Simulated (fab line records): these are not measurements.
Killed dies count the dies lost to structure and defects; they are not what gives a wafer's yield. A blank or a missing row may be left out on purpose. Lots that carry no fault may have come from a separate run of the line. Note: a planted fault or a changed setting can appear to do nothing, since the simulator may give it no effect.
Chamber matching / flow sky130 / SKY_FIELD_ISO_CMP_27 on cmp-01 has 4 sister chambers
The step polishes, stops on Si3N4, t overpolish 16 s, target thk 457.8 nm. 8 wafers are shown with their chamber, then 7 later ones without.

WAFERS, EACH WITH ITS CHAMBER
wafer=L252.6; chamber=1; motorCurrentA (A)=12.6; timeToEndpointS (s)=108
wafer=L253.1; chamber=2; motorCurrentA (A)=10.4; timeToEndpointS (s)=111
wafer=L253.3; chamber=0; motorCurrentA (A)=10.8; timeToEndpointS (s)=114
wafer=L253.4; chamber=3; motorCurrentA (A)=14.1; timeToEndpointS (s)=107
wafer=L257.1; chamber=3; motorCurrentA (A)=13.6; timeToEndpointS (s)=108
wafer=L257.5; chamber=2; motorCurrentA (A)=10.3; timeToEndpointS (s)=106
wafer=L257.6; chamber=1; motorCurrentA (A)=11.8; timeToEndpointS (s)=113
wafer=L262.1; chamber=0; motorCurrentA (A)=10.4; timeToEndpointS (s)=107

WAFERS WITHOUT THEIR CHAMBER
wafer=L262.2; motorCurrentA (A)=14.0; timeToEndpointS (s)=100
wafer=L264.1; motorCurrentA (A)=10.5; timeToEndpointS (s)=107
wafer=L264.2; motorCurrentA (A)=13.2; timeToEndpointS (s)=107
wafer=L264.6; motorCurrentA (A)=10.9; timeToEndpointS (s)=110
wafer=L268.1; motorCurrentA (A)=10.1; timeToEndpointS (s)=116
wafer=L268.4; motorCurrentA (A)=14.1; timeToEndpointS (s)=105
wafer=L268.5; motorCurrentA (A)=13.1; timeToEndpointS (s)=112

WHICH CHAMBER EACH WENT THROUGH
wafer=L262.2; from the rows above=3; in truth=3
wafer=L264.1; from the rows above=can't be placed: 2 or 0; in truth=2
wafer=L264.2; from the rows above=can't be placed: 3 or 1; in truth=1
wafer=L264.6; from the rows above=can't be placed: 0 or 2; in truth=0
wafer=L268.1; from the rows above=can't be placed: 0 or 2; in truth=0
wafer=L268.4; from the rows above=3; in truth=3
wafer=L268.5; from the rows above=can't be placed: 3 or 1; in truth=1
Correct placement for 2 of the 7. From these rows, 5 cannot be placed; in 5 the true chamber is one of the candidates. Number placed wrongly: 0.
How it was worked out, from the rows above alone: a wafer's distance from a chamber is the root of the sum, over the readings, of the square of ((its reading less the chamber's mean) divided by the reading's scatter). If the next closest chamber is less than 2 further off than the closest, the wafer can't be placed; otherwise it belongs to the closest. The mean given for a chamber averages the wafers shown for that chamber. How the scatter is found: for the shown wafers, subtract from each reading the mean of its chamber, square and add these, divide the total by (wafers less chambers), then take the root.
